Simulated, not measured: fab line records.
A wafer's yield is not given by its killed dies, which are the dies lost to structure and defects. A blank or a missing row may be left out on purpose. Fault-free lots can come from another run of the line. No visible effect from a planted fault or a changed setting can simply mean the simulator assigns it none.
fab line records    flow sfq-line
record: lots: 7  wafers: 21  last-day: 74
route steps=325 shown I4@176 JJ@178 M5@198 A5B@209 R5@212 M8@325
lots that met no fault: from a run of the same line without faults
start-h: the number of hours between the record's first day and the start of the first shown wafer of the lot    wait-h: time in hours since the lot's previous step    " repeats the value in the row above    L1.1+2: a row that stands for several wafers    - no value present, or no start provided    * or withheld: withheld    < > ~ a bound
route shown NAME@n: NAME is a module with steps in the file, n the number in the route of the first one    usual: mean/standard deviation taken from wafers without a fault    same: alike in all rows    chamber/n: place in a boat    sites: per-site readings    _std_site: the standard deviation of these    _edge_site: mean of outer sites minus mean of inner sites    radius-mm: for every site, how far away it sits from the centre of the wafer    mask NAME#n: copy n    behind: the tool/chamber that last shaped the wafer    hold: why the lot went on hold/how many hours it stayed there/how the hold came to an end    device: whichever transistor did not switch (one of n, p or np)    end of line: the tests these same wafers got at the end of their route    step lacking rows: just its recipe    killed: not the wafer's yield, but the dies lost to structure and defects at the first sort    map: a wafer's dies, x killed, . not, _ none there
set.NAME: the setting that was run; set.NAME@STEP: the one run at that earlier step    model.NAME: the simulator's own value behind a step, which no gauge read
lots seen at some steps along the route; tables by step, rows by wafer
services: when a tool's chamber went out of use (start-h, in hours from the record's first day, below 0 if earlier), for how many hours, and the reason
== steps ==
step: SFQ_TRILAYER_I4_VIA_STRIP_STRIP_107
recipe: gas: O2  power-w: 200  platen-temp-c: 40  overash-fraction: 0.65  chemistry: O2  pressure-mtorr: 50
step: SFQ_TRILAYER_I4_VIA_STRIP_SOLV_CLEAN_108
recipe: chemistry: NMP  temp-c: 70  time-s: 600
step: SFQ_TRILAYER_JJ_TRILAYER_DEP_PRE_CLEAN_113
recipe: gas: Ar  time-s: 22.5  bias-v: 250
step: SFQ_TRILAYER_JJ_TRILAYER_DEP_SPUTTER_109
recipe: material: Nb  base-pressure-pa: 1.33e-06  chamber-pressure-pa: 0.1333  substrate-temp-c: 20  target-thk-nm: 150  power-w: 2000  time-s: 100
usual: throttle-valve-pct: 29.8/0.61
lot.wafer  tool            chamber  start-h  wait-h  throttle-valve-pct
L606.1     pvd-sputter-06  -        948.32   0.0     29.7
L606.4     "               -        "        "       27.9
L606.5     "               -        "        "       29.4
L607.1     pvd-sputter-05  -        956.75   0.0     29.5
L607.4     "               -        "        "       29.6
L607.5     "               -        "        "       29.7
L614.3     pvd-sputter-03  -        1038.42  0.0     31.2
L614.4     "               -        "        "       29.7
L614.5     "               -        "        "       30.0
L616.2     pvd-sputter-05  -        1050.45  0.0     30.1
L616.4     "               -        "        "       29.9
L616.6     "               -        "        "       30.5
L617.1     pvd-sputter-03  -        1055.25  0.0     30.7
L617.4     "               -        "        "       31.1
L617.5     "               -        "        "       31.2
L618.1     pvd-sputter-05  -        1060.05  0.0     29.7
L618.3     "               -        "        "       30.4
L618.5     "               -        "        "       29.9
L619.2     pvd-sputter-05  -        1065.85  0.0     30.4
L619.5     "               -        "        "       30.3
L619.6     "               -        "        "       29.9
step: SFQ_TRILAYER_JJ_TRILAYER_DEP_SPUTTER_110
recipe: material: Al  base-pressure-pa: 1.33e-06  target-thk-nm: 8  power-w: 500  time-s: 10  chamber-pressure-pa: 0.4
step: SFQ_TRILAYER_JJ_TRILAYER_DEP_AL_OXIDATION_111
recipe: pressure-mbar: 0.014667  oxidation-time-s: 600  temperature-k: 293
step: SFQ_TRILAYER_JJ_TRILAYER_DEP_SPUTTER_112
recipe: material: Nb  base-pressure-pa: 1.33e-06  chamber-pressure-pa: 0.1333  substrate-temp-c: 20  target-thk-nm: 170  power-w: 2000  time-s: 113.3
step: SFQ_JJ_RS_MEAS_929
recipe: thk-meas-gauge: four-point-probe  reads: Nb_of_TRILAYER_JJ_TRILAYER_DEP_SPUTTER_112
usual: JJ_NB_RS: 1.053/0.015
lot.wafer  tool           chamber  start-h  wait-h  JJ_NB_RS[ohm/sq]
L606.1     film-metro-03  -        949.49   0.0     1.051
L606.4     "              -        "        "       1.058
L606.5     "              -        "        "       1.059
L607.1     film-metro-04  -        958.07   0.0     1.066
L607.4     "              -        "        "       1.069
L607.5     "              -        "        "       1.066
L614.3     film-metro-04  -        1039.63  0.1     1.070
L614.4     "              -        "        "       1.026
L614.5     "              -        "        "       1.048
L616.2     film-metro-04  -        1051.65  0.1     1.079
L616.4     "              -        "        "       1.073
L616.6     "              -        "        "       1.074
L617.1     film-metro-03  -        1056.43  0.0     1.061
L617.4     "              -        "        "       1.066
L617.5     "              -        "        "       1.064
L618.1     film-metro-02  -        1061.23  0.0     1.064
L618.3     "              -        "        "       1.056
L618.5     "              -        "        "       1.063
L619.2     film-metro-02  -        1067.05  0.1     1.039
L619.5     "              -        "        "       1.046
L619.6     "              -        "        "       1.050
step: SFQ_TRILAYER_JJ_CE_LITHO_COAT_119
recipe: resist: BARC  spin-rpm: 3000  resist-thk-nm: 62
step: SFQ_TRILAYER_JJ_CE_LITHO_COAT_114
recipe: resist: KrF  spin-rpm: 3000  resist-thk-nm: 600
step: SFQ_TRILAYER_JJ_CE_LITHO_SOFTBAKE_118
recipe: temp-c: withheld  time-s: withheld  resist: KrF
step: SFQ_TRILAYER_JJ_CE_LITHO_EXPOSE_115
recipe: mask-id: J5  na: 0.6  source-shape: conventional  sigma-outer: 0.65  target-cd-nm: 700  dose-mj: 14.4
lot.wafer   tool            chamber  start-h  wait-h  mask
L606.1+4+5  krf-scanner-01  0        1020.32  -       J5#0
L607.1+4+5  krf-scanner-01  0        1028.72  -       J5#0
L614.3+4+5  krf-scanner-01  0        1113.67  -       J5#0
L616.2+4+6  krf-scanner-01  0        1123.07  -       J5#0
L617.1+4+5  krf-scanner-01  0        1125.27  -       J5#0
L618.1+3+5  krf-scanner-01  0        1131.27  -       J5#0
L619.2+5+6  krf-scanner-01  0        1136.27  -       J5#0
step: SFQ_TRILAYER_JJ_CE_LITHO_PEB_117
recipe: peb-temp-c: 115  peb-time-s: 60  resist: KrF
step: SFQ_TRILAYER_JJ_CE_LITHO_DEVELOP_116
recipe: time-s: 60  resist: KrF
step: SFQ_JJ_OVL_MEAS_931
usual: J5_OVL: -2/5.2
lot.wafer  tool        chamber  start-h  wait-h  J5_OVL[nm]
L606.1     overlay-02  -        1021.82  0.1     -5
L606.4     "           -        "        "       2
L606.5     "           -        "        "       1
L607.1     overlay-02  -        1030.22  0.1     -6
L607.4     "           -        "        "       4
L607.5     "           -        "        "       5
L614.3     overlay-01  -        1114.78  0.1     -8
L614.4     "           -        "        "       -3
L614.5     "           -        "        "       -2
L616.2     overlay-01  -        1124.37  0.1     1
L616.4     "           -        "        "       6
L616.6     "           -        "        "       0
L617.1     overlay-01  -        1126.77  0.1     1
L617.4     "           -        "        "       -2
L617.5     "           -        "        "       6
L618.1     overlay-02  -        1132.77  0.1     6
L618.3     "           -        "        "       5
L618.5     "           -        "        "       4
L619.2     overlay-02  -        1137.57  0.1     -11
L619.5     "           -        "        "       -9
L619.6     "           -        "        "       -10
step: SFQ_TRILAYER_JJ_CE_METRO_MEASURE_117
usual: cd-nm: 699.9/1
lot.wafer  tool       chamber  start-h  wait-h  cd-nm
L606.1     cd-sem-01  -        1021.86  0.0     699.0
L606.4     "          -        "        "       698.4
L606.5     "          -        "        "       698.3
L607.1     cd-sem-02  -        1030.26  0.0     700.2
L607.4     "          -        "        "       699.6
L607.5     "          -        "        "       699.6
L614.3     cd-sem-01  -        1115.20  0.4     700.6
L614.4     "          -        "        "       700.2
L614.5     "          -        "        "       699.1
L616.2     cd-sem-01  -        1124.60  0.2     699.8
L616.4     "          -        "        "       700.5
L616.6     "          -        "        "       699.1
L617.1     cd-sem-02  -        1126.80  0.0     693.7
L617.4     "          -        "        "       700.1
L617.5     "          -        "        "       700.7
L618.1     cd-sem-01  -        1132.80  0.0     693.3
L618.3     "          -        "        "       693.8
L618.5     "          -        "        "       699.8
L619.2     cd-sem-02  -        1137.80  0.2     701.2
L619.5     "          -        "        "       701.3
L619.6     "          -        "        "       694.5
step: SFQ_TRILAYER_JJ_CE_BARC_OPEN_RIE_150
recipe: mask-material: PR  chemistry: O2  target-depth-nm: 240  target: BARC  icp-w: 600  bias-w: 80  pressure-mtorr: 10  time-s: 80
usual: drypump-motor-current-A: 6.18/0.24  oes-product-au: 0.538/0.0044
lot.wafer  tool          chamber  start-h  wait-h  drypump-motor-current-A  oes-product-au  rf-hours-counter-h  model.JJ.cd-nm
L606.1     rie-metal-04  1        1023.06  1.0     6.08                     0.539           31                  698.4
L606.4     "             1        "        "       6.08                     0.547           -                   698.3
L606.5     "             1        "        "       6.10                     0.540           -                   698.7
L607.1     rie-metal-01  0        1031.46  1.0     6.21                     0.530           0                   699
L607.4     "             0        "        "       6.18                     0.536           -                   698.2
L607.5     "             0        "        "       6.18                     0.539           -                   699.8
L614.3     rie-metal-01  0        1116.06  0.7     6.19                     0.541           -                   699.2
L614.4     "             0        "        "       6.19                     0.537           -                   698.7
L614.5     "             0        "        "       6.22                     0.529           -                   697.3
L616.2     rie-metal-03  1        1125.60  0.8     6.60                     0.532           144                 699.5
L616.4     "             0        "        "       5.92                     0.536           -                   700.5
L616.6     "             0        "        "       5.94                     0.539           -                   699.8
L617.1     rie-metal-03  1        1128.00  1.0     6.63                     0.536           145                 693.4
L617.4     "             0        "        "       5.92                     0.536           -                   700.4
L617.5     "             1        "        "       6.61                     0.536           -                   700.5
L618.1     rie-metal-01  0        1134.00  1.0     6.23                     0.526           22                  692.4
L618.3     "             0        "        "       6.26                     0.534           -                   691.4
L618.5     "             0        "        "       6.26                     0.540           -                   698
L619.2     rie-metal-01  0        1138.80  0.8     6.20                     0.538           23                  699.4
L619.5     "             0        "        "       6.23                     0.538           -                   699.4
L619.6     "             1        "        "       6.37                     0.540           -                   689.6
step: SFQ_TRILAYER_JJ_CE_ETCH_RIE_118
recipe: target: Nb  stop-on: Al2O3  mask-material: PR  taper-deg: 13.257  over-etch-frac: 0.15  time-s: 97.7  chemistry: SF6  target-depth-nm: 170  icp-w: 600  bias-w: 80  pressure-mtorr: 10
usual: drypump-motor-current-A: 6.17/0.24  oes-product-au: 0.983/0.01
same: over-etch-frac: 0.15
lot.wafer  tool          chamber  start-h  wait-h  drypump-motor-current-A  oes-product-au  rf-hours-counter-h  model.JJ.cd-nm
L606.1     rie-metal-04  1        1023.24  0.2     6.09                     0.958           31                  698.1
L606.4     "             1        "        "       6.05                     0.963           -                   696.6
L606.5     "             1        "        "       6.05                     0.974           -                   697.6
L607.1     rie-metal-01  0        1031.55  0.1     6.22                     0.974           0                   697.7
L607.4     "             0        "        "       6.22                     0.982           -                   697.1
L607.5     "             0        "        "       6.20                     0.986           -                   698.1
L614.3     rie-metal-01  0        1116.26  0.2     6.20                     0.976           -                   698.7
L614.4     "             0        "        "       6.18                     0.984           -                   698
L614.5     "             0        "        "       6.17                     0.990           -                   696.7
L616.2     rie-metal-03  1        1125.69  0.1     6.58                     0.976           144                 699.3
L616.4     "             0        "        "       5.89                     0.993           -                   700.9
L616.6     "             0        "        "       5.89                     0.980           -                   700.3
L617.1     rie-metal-03  1        1128.09  0.1     6.57                     0.989           145                 692.4
L617.4     "             0        "        "       5.89                     0.982           -                   701.1
L617.5     "             1        "        "       6.61                     0.979           -                   699.9
L618.1     rie-metal-01  0        1134.18  0.2     6.19                     0.976           22                  692.2
L618.3     "             0        "        "       6.18                     0.986           -                   692.4
L618.5     "             0        "        "       6.21                     0.983           -                   698.3
L619.2     rie-metal-01  0        1138.89  0.1     6.18                     0.994           23                  699.8
L619.5     "             0        "        "       6.24                     0.978           -                   700.2
L619.6     "             1        "        "       6.32                     0.989           -                   689.2
step: SFQ_TRILAYER_JJ_ANODIZE_ANODIZE_119
recipe: current-density-ma-cm2: withheld  end-current-density-ma-cm2: withheld  bath-temp-c: withheld
step: SFQ_TRILAYER_JJ_CE_STRIP_STRIP_120
recipe: gas: O2  power-w: 200  platen-temp-c: 40  overash-fraction: 0.65  chemistry: O2  pressure-mtorr: 50
step: SFQ_TRILAYER_JJ_CE_STRIP_SOLV_CLEAN_121
recipe: chemistry: NMP  temp-c: 70  time-s: 600
step: SFQ_TRILAYER_M5_LITHO_COAT_128
recipe: resist: BARC  spin-rpm: 3000  resist-thk-nm: 62
step: SFQ_TRILAYER_M5_LITHO_COAT_123
recipe: resist: KrF  spin-rpm: 3000  resist-thk-nm: 600
step: SFQ_TRILAYER_M5_LITHO_SOFTBAKE_127
recipe: temp-c: withheld  time-s: withheld  resist: KrF
step: SFQ_TRILAYER_M5_LITHO_EXPOSE_124
recipe: mask-id: M5  na: 0.6  source-shape: conventional  sigma-outer: 0.65  target-cd-nm: 700  dose-mj: 14.4
step: SFQ_TRILAYER_M5_LITHO_PEB_126
recipe: peb-temp-c: 115  peb-time-s: 60  resist: KrF
step: SFQ_TRILAYER_M5_LITHO_DEVELOP_125
recipe: time-s: 60  resist: KrF
step: SFQ_M5_OVL_MEAS_932
usual: M5_OVL: 0/5.2
lot.wafer  tool        chamber  start-h  wait-h  M5_OVL[nm]
L606.1     overlay-02  -        1068.25  0.1     -7
L606.4     "           -        "        "       -5
L606.5     "           -        "        "       -10
L607.1     overlay-02  -        1076.65  0.1     10
L607.4     "           -        "        "       6
L607.5     "           -        "        "       9
L614.3     overlay-01  -        1164.26  0.1     -3
L614.4     "           -        "        "       0
L614.5     "           -        "        "       5
L616.2     overlay-01  -        1177.47  0.1     2
L616.4     "           -        "        "       4
L616.6     "           -        "        "       2
L617.1     overlay-01  -        1181.07  0.1     -11
L617.4     "           -        "        "       -9
L617.5     "           -        "        "       -7
L618.1     overlay-01  -        1183.45  0.1     -3
L618.3     "           -        "        "       -6
L618.5     "           -        "        "       -2
L619.2     overlay-02  -        1189.26  0.1     2
L619.5     "           -        "        "       -1
L619.6     "           -        "        "       4
step: SFQ_TRILAYER_M5_BARC_OPEN_METAL_ETCH_161
recipe: mask-material: PR  chemistry: O2  target-depth-nm: 125  target: BARC  icp-w: 600  bias-w: 80  pressure-mtorr: 10  time-s: 41.7
step: SFQ_TRILAYER_M5_ETCH_METAL_ETCH_126
recipe: target: Nb  stop-on: SiO2  mask-material: PR  over-etch-frac: 0.15  time-s: 203.2  chemistry: Cl2/BCl3  target-depth-nm: 265  icp-w: 600  bias-w: 80  pressure-mtorr: 10
usual: drypump-motor-current-A: 6.0/0.34  oes-product-au: 0.730/0.0065
same: over-etch-frac: 0.15
lot.wafer  tool          chamber  start-h  wait-h  drypump-motor-current-A  oes-product-au  rf-hours-counter-h
L606.1     rie-metal-02  0        1068.35  0.0     5.6                      0.715           99
L606.4     "             0        "        "       5.6                      0.736           -
L606.5     "             0        "        "       5.6                      0.731           -
L607.1     rie-metal-03  0        1076.75  0.0     5.9                      0.719           4
L607.4     "             1        "        "       6.6                      0.730           -
L607.5     "             0        "        "       5.9                      0.722           -
L614.3     rie-metal-01  0        1164.41  0.1     6.2                      0.735           -
L614.4     "             1        "        "       6.3                      0.732           -
L614.5     "             1        "        "       6.4                      0.734           -
L616.2     rie-metal-01  1        1177.56  0.0     6.3                      0.739           8
L616.4     "             1        "        "       6.3                      0.735           -
L616.6     "             1        "        "       6.3                      0.720           -
L617.1     rie-metal-03  0        1181.16  0.0     5.9                      0.723           23
L617.4     "             1        "        "       6.6                      0.721           -
L617.5     "             1        "        "       6.6                      0.732           -
L618.1     rie-metal-02  0        1183.55  0.0     5.5                      0.734           120
L618.3     "             0        "        "       5.5                      0.725           -
L618.5     "             1        "        "       5.7                      0.734           -
L619.2     rie-metal-02  1        1189.35  0.0     5.8                      0.727           33
L619.5     "             0        "        "       5.6                      0.728           -
L619.6     "             1        "        "       5.8                      0.727           -
step: SFQ_TRILAYER_M5_STRIP_STRIP_127
recipe: gas: O2  power-w: 200  platen-temp-c: 40  overash-fraction: 0.65  chemistry: O2  pressure-mtorr: 50
step: SFQ_TRILAYER_M5_STRIP_SOLV_CLEAN_128
recipe: chemistry: NMP  temp-c: 70  time-s: 600
step: SFQ_TRILAYER_A5B_DEP_PECVD_129
recipe: material: SiO2  temp-c: 150  time-s: 133.33  pressure-torr: 2.4  rf-w: 183.3  precursor: SiH4/N2O  target-thk-nm: 600
usual: heater-power-w: 81/10  showerhead-vpp-V: 822/42  throttle-valve-pct: 25.1/1.6
lot.wafer  tool      chamber  start-h  wait-h  heater-power-w  showerhead-vpp-V  throttle-valve-pct
L606.1     pecvd-04  1        1069.32  0.0     78              807               22.9
L606.4     "         2        "        "       85              820               24.2
L606.5     "         1        "        "       79              817               22.7
L607.1     pecvd-03  1        1077.89  0.0     86              833               24.4
L607.4     "         0        "        "       81              789               22.6
L607.5     "         2        "        "       64              851               26.1
L614.3     pecvd-01  0        1165.32  0.0     64              855               28.0
L614.4     "         0        "        "       68              870               28.4
L614.5     "         1        "        "       98              718               24.4
L616.2     pecvd-03  1        1178.53  0.0     80              840               24.6
L616.4     "         2        "        "       70              860               26.3
L616.6     "         0        "        "       70              792               22.7
L617.1     pecvd-04  1        1182.34  0.0     77              795               23.1
L617.4     "         2        "        "       93              838               24.9
L617.5     "         0        "        "       88              859               25.6
L618.1     pecvd-01  0        1184.69  0.0     75              870               28.0
L618.3     "         1        "        "       97              727               24.6
L618.5     "         1        "        "       84              715               24.3
L619.2     pecvd-01  0        1190.33  0.0     72              872               28.4
L619.5     "         0        "        "       73              870               28.1
L619.6     "         2        "        "       78              810               26.5
step: SFQ_TRILAYER_A5B_CMP_CMP_130
recipe: stop-on: Nb  down-force-psi: 3  platen-rpm: 60  target-thk-nm: 340.7
step: SFQ_TRILAYER_A5B_METRO_MEASURE_131
usual: thk-nm: 341/6.1
lot.wafer  tool           chamber  start-h  wait-h  thk-nm
L606.1     film-metro-01  -        1139.51  2.5     349
L606.4     "              -        "        "       344
L606.5     "              -        "        "       346
L607.1     film-metro-04  -        1148.51  1.5     337
L607.4     "              -        "        "       342
L607.5     "              -        "        "       340
L614.3     film-metro-04  -        1231.78  2.9     343
L614.4     "              -        "        "       339
L614.5     "              -        "        "       333
L616.2     film-metro-02  -        1241.65  1.2     338
L616.4     "              -        "        "       334
L616.6     "              -        "        "       345
L617.1     film-metro-01  -        1246.38  2.0     351
L617.4     "              -        "        "       337
L617.5     "              -        "        "       342
L618.1     film-metro-04  -        1249.38  1.5     344
L618.3     "              -        "        "       333
L618.5     "              -        "        "       340
L619.2     film-metro-04  -        1253.88  2.2     334
L619.5     "              -        "        "       348
L619.6     "              -        "        "       327
step: SFQ_TRILAYER_R5_DEP_SPUTTER_132
recipe: material: Ti  base-pressure-pa: 1.33e-06  target-thk-nm: 5  power-w: 2000  time-s: 5  chamber-pressure-pa: 0.4
step: SFQ_TRILAYER_R5_DEP_SPUTTER_133
recipe: material: MoNx  base-pressure-pa: 1.33e-06  target-thk-nm: 40  power-w: 1000  time-s: 66.7  chamber-pressure-pa: 0.4
step: SFQ_TRILAYER_R5_DEP_SPUTTER_134
recipe: material: Ti  base-pressure-pa: 1.33e-06  target-thk-nm: 5  power-w: 2000  time-s: 5  chamber-pressure-pa: 0.4
usual: throttle-valve-pct: 30.2/0.7
lot.wafer  tool            chamber  start-h  wait-h  throttle-valve-pct
L606.1     pvd-sputter-03  -        1140.78  0.0     29.7
L606.4     "               -        "        "       31.4
L606.5     "               -        "        "       31.5
L607.1     pvd-sputter-04  -        1149.78  0.0     28.8
L607.4     "               -        "        "       30.1
L607.5     "               -        "        "       30.3
L614.3     pvd-sputter-03  -        1232.66  0.0     29.8
L614.4     "               -        "        "       29.5
L614.5     "               -        "        "       29.7
L616.2     pvd-sputter-03  -        1242.72  0.0     31.2
L616.4     "               -        "        "       29.8
L616.6     "               -        "        "       31.2
L617.1     pvd-sputter-03  -        1247.66  0.0     29.6
L617.4     "               -        "        "       29.9
L617.5     "               -        "        "       31.3
L618.1     pvd-sputter-04  -        1250.66  0.0     30.5
L618.3     "               -        "        "       30.0
L618.5     "               -        "        "       29.7
L619.2     pvd-sputter-04  -        1254.96  0.0     28.7
L619.5     "               -        "        "       29.9
L619.6     "               -        "        "       30.4
step: SFQ_R5_RS_MEAS_933
recipe: thk-meas-gauge: four-point-probe  reads: Ti_of_TRILAYER_R5_DEP_SPUTTER_134+MoNx_of_TRILAYER_R5_DEP_SPUTTER_133+Ti_of_TRILAYER_R5_DEP_SPUTTER_132
usual: R5_MONX_RS: 7.05/0.12
lot.wafer  tool           chamber  start-h  wait-h  R5_MONX_RS[ohm/sq]
L606.1     film-metro-02  -        1140.80  0.0     6.95
L606.4     "              -        "        "       6.82
L606.5     "              -        "        "       6.82
L607.1     film-metro-01  -        1149.80  0.0     7.23
L607.4     "              -        "        "       7.30
L607.5     "              -        "        "       7.36
L614.3     film-metro-01  -        1232.72  0.0     7.16
L614.4     "              -        "        "       7.01
L614.5     "              -        "        "       7.14
L616.2     film-metro-03  -        1242.76  0.0     7.02
L616.4     "              -        "        "       7.11
L616.6     "              -        "        "       7.03
L617.1     film-metro-03  -        1247.68  0.0     7.19
L617.4     "              -        "        "       6.95
L617.5     "              -        "        "       7.03
L618.1     film-metro-02  -        1250.68  0.0     7.27
L618.3     "              -        "        "       7.10
L618.5     "              -        "        "       7.09
L619.2     film-metro-02  -        1255.00  0.0     7.08
L619.5     "              -        "        "       7.00
L619.6     "              -        "        "       7.04
step: SFQ_R5_THK_MEAS_934
recipe: thk-meas-gauge: xrf  reads: MoNx_of_TRILAYER_R5_DEP_SPUTTER_133
usual: R5_MONX_THK: 39.2/0.69
lot.wafer  tool           chamber  start-h  wait-h  R5_MONX_THK[nm]
L606.1     film-metro-02  -        1140.92  0.1     39.4
L606.4     "              -        "        "       40.5
L606.5     "              -        "        "       40.4
L607.1     film-metro-01  -        1149.92  0.1     38.0
L607.4     "              -        "        "       37.6
L607.5     "              -        "        "       37.3
L614.3     film-metro-01  -        1232.82  0.1     38.0
L614.4     "              -        "        "       38.8
L614.5     "              -        "        "       38.4
L616.2     film-metro-03  -        1242.87  0.1     39.4
L616.4     "              -        "        "       38.9
L616.6     "              -        "        "       39.3
L617.1     film-metro-03  -        1247.80  0.1     38.5
L617.4     "              -        "        "       39.6
L617.5     "              -        "        "       39.6
L618.1     film-metro-02  -        1250.80  0.1     38.1
L618.3     "              -        "        "       39.3
L618.5     "              -        "        "       39.4
L619.2     film-metro-02  -        1255.11  0.1     39.1
L619.5     "              -        "        "       40.0
L619.6     "              -        "        "       39.8
step: SFQ_TRILAYER_R5_LITHO_COAT_141
recipe: resist: BARC  spin-rpm: 3000  resist-thk-nm: 62
step: SFQ_M8_BOW_MEAS_951
recipe: mode: bow
usual: M8_BOW: 10/12
lot.wafer  tool           chamber  start-h  wait-h  M8_BOW[um]  model.etest.jj.g-times
L606.1     film-metro-03  -        1618.50  0.0     17          0.9973
L606.4     "              -        "        "       16          0.993
L606.5     "              -        "        "       10          0.9959
L607.1     film-metro-03  -        1628.00  0.0     6           0.9962
L607.4     "              -        "        "       13          0.9945
L607.5     "              -        "        "       8           0.9974
L614.3     film-metro-03  -        1683.02  0.0     12          0.999
L614.4     "              -        "        "       14          0.997
L614.5     "              -        "        "       14          0.9933
L616.2     film-metro-04  -        1761.81  0.0     12          1.001
L616.4     "              -        "        "       17          1.005
L616.6     "              -        "        "       14          1.004
L617.1     film-metro-04  -        1764.07  0.0     -20         0.9811
L617.4     "              -        "        "       -17         1.006
L617.5     "              -        "        "       -13         1.002
L618.1     film-metro-04  -        1767.65  0.0     3           0.9807
L618.3     "              -        "        "       -3          0.9811
L618.5     "              -        "        "       -9          0.998
L619.2     film-metro-01  -        1772.47  0.0     23          1.002
L619.5     "              -        "        "       19          1.003
L619.6     "              -        "        "       16          0.9721
== services ==
tool            chamber  start-h  hours  kind
pvd-sputter-03  -        926.88   26.7   repair
cd-sem-01       -        952.64   13.1   pm
cd-sem-01       -        996.52   3.6    repair
film-metro-04   -        997.41   0.5    pm
pvd-sputter-05  -        1006.07  26.3   repair
cd-sem-01       -        1012.01  0.4    pm
krf-scanner-01  -        1017.82  1.3    pm
krf-scanner-01  -        1042.67  0.5    repair
film-metro-04   -        1047.66  0.6    pm
cd-sem-01       -        1049.00  0.2    pm
krf-scanner-01  -        1058.76  1.0    pm
rie-metal-03    -        1077.54  2.8    pm
cd-sem-01       -        1079.39  1.2    pm
cd-sem-01       -        1089.77  0.9    pm
krf-scanner-01  -        1096.96  3.6    pm
krf-scanner-01  -        1104.12  0.8    pm
pvd-sputter-05  -        1108.72  1.8    repair
film-metro-04   -        1133.33  1.7    repair
film-metro-04   -        1164.68  0.7    pm
krf-scanner-01  -        1193.67  1.3    pm
cd-sem-01       -        1196.01  0.5    pm
krf-scanner-01  -        1228.57  1.0    pm
rie-metal-01    -        1229.24  0.1    repair
rie-metal-01    0        1229.78  2.9    repair
== key ==
first-sign: step: SFQ_TRILAYER_JJ_CE_METRO_MEASURE_117  reading: cd-nm  direction: down  sigmas: 5.9  usual: 699.9  struck: 693.8
effect none on later readings
model-effect: step: SFQ_TRILAYER_JJ_CE_BARC_OPEN_RIE_150  value: JJ.cd-nm  without: 698.6  struck: 691.7
model-effect: step: SFQ_TRILAYER_JJ_CE_ETCH_RIE_118  value: JJ.cd-nm  without: 698.4  struck: 691.6
model-effect: step: SFQ_M8_BOW_MEAS_951  value: etest.jj.g-times  without: 0.9983  struck: 0.9788
met-at SFQ_TRILAYER_JJ_CE_LITHO_EXPOSE_115
struck-wafers L617.1,L618.1,L618.3,L619.6
onset-between 1123.07 1125.27
fault: kind: process-parameter-drift  tool: krf-scanner-01  chamber: -  onset-h: 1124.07  steps: SFQ_TRILAYER_JJ_CE_LITHO_EXPOSE_115  channel: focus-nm  offset: 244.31  shape: step  end-h: 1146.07  scope: struck-wafers-only
